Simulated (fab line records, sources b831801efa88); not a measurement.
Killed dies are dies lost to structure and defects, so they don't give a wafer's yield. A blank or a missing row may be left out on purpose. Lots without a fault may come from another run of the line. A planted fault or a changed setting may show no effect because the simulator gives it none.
Which tool did it? | flow gf180mcu | 10 lots, 30 wafers sampled, at 4 steps of a route of 602

WHAT THE GAUGES READ, wafer by wafer
GF_V3_RS_MEAS_24: measures by four-point-probe.
lot  | measured     | on            | V3_W_RS (ohm/sq)
L537 | day 23 05:34 | film_metro-02 | 0.326 0.325 0.327
L541 | day 24 20:34 | film_metro-02 | 0.326 0.325 0.327
L544 | day 25 14:30 | film_metro-01 | 0.270 0.271 0.274
L543 | day 25 17:10 | film_metro-04 | 0.268 0.269 0.268
L548 | day 26 20:31 | film_metro-04 | 0.324 0.324 0.323
L551 | day 27 11:50 | film_metro-01 | 0.324 0.329 0.324
L553 | day 28 07:59 | film_metro-02 | 0.329 0.323 0.326
L556 | day 29 01:05 | film_metro-04 | 0.326 0.322 0.323
L557 | day 29 06:51 | film_metro-02 | 0.325 0.326 0.324
L558 | day 29 18:14 | film_metro-04 | 0.325 0.330 0.327

WHICH TOOL RAN EACH LOT (tool, then ch and the chambers of the sampled wafers, then the start)
lot  | GF_M3_SPUTTER_01             | GF_V3_SPUTTER_21             | GF_V3_CVD_23
L537 | pvd_sputter-02, day 21 04:48 | pvd_sputter-03, day 23 05:20 | cvd_w-01 ch 0,1, day 23 05:26
L541 | pvd_sputter-04, day 22 22:14 | pvd_sputter-03, day 24 20:20 | cvd_w-02 ch 0, day 24 20:26
L544 | pvd_sputter-01, day 23 16:23 | pvd_sputter-04, day 25 14:17 | cvd_w-02 ch 1, day 25 14:23
L543 | pvd_sputter-01, day 23 19:51 | pvd_sputter-01, day 25 16:56 | cvd_w-02 ch 0, day 25 17:02
L548 | pvd_sputter-01, day 24 23:11 | pvd_sputter-04, day 26 20:11 | cvd_w-01 ch 0, day 26 20:17
L551 | pvd_sputter-01, day 25 15:50 | pvd_sputter-04, day 27 11:37 | cvd_w-01 ch 0,1, day 27 11:43
L553 | pvd_sputter-02, day 26 11:40 | pvd_sputter-04, day 28 07:44 | cvd_w-01 ch 0,1, day 28 07:52
L556 | pvd_sputter-04, day 27 06:37 | pvd_sputter-03, day 29 00:50 | cvd_w-02 ch 0,1, day 29 00:59
L557 | pvd_sputter-04, day 27 12:46 | pvd_sputter-01, day 29 06:38 | cvd_w-01 ch 0,1, day 29 06:44
L558 | pvd_sputter-04, day 28 01:08 | pvd_sputter-03, day 29 18:01 | cvd_w-02 ch 0,1, day 29 18:07
- GF_M3_SPUTTER_01: material TiN, target thk 30 nm, time 25 s.
- GF_V3_SPUTTER_21: material Ti, target thk 15 nm, time 80.02 s.
- GF_V3_CVD_23: deposits W, target thk 350 nm, time 104.9 s.

THE ANSWER, worked out from the rows above alone
Rule: what is usual is taken from the lots themselves. Put in order of their means at a reading, lots are off if they are a third of the lots or fewer, leave a main group of 4 or more, and stand apart from it by a gap of 3 or more times the standard deviation of the main group's means; of several such gaps the widest counts. A main group whose means are all the same, to the digits that the tables above print for the reading, isn't used. A lot without any number at a reading at which 4 lots or more have one is off too. The other lots that the step has rows for count as sound.
Off: L544, L543, at GF_V3_RS_MEAS_24 (V3_W_RS). The main group: mean 0.325 ohm/sq, standard deviation 0.0012.
A tool fits if, at a process step before that reading, it ran every lot that is off, and no sound lot after the first of them. The gauges at GF_V3_RS_MEAS_24 are tried like those tools. None of those tried fits.

WHAT THE SIMULATOR HAD PUT IN
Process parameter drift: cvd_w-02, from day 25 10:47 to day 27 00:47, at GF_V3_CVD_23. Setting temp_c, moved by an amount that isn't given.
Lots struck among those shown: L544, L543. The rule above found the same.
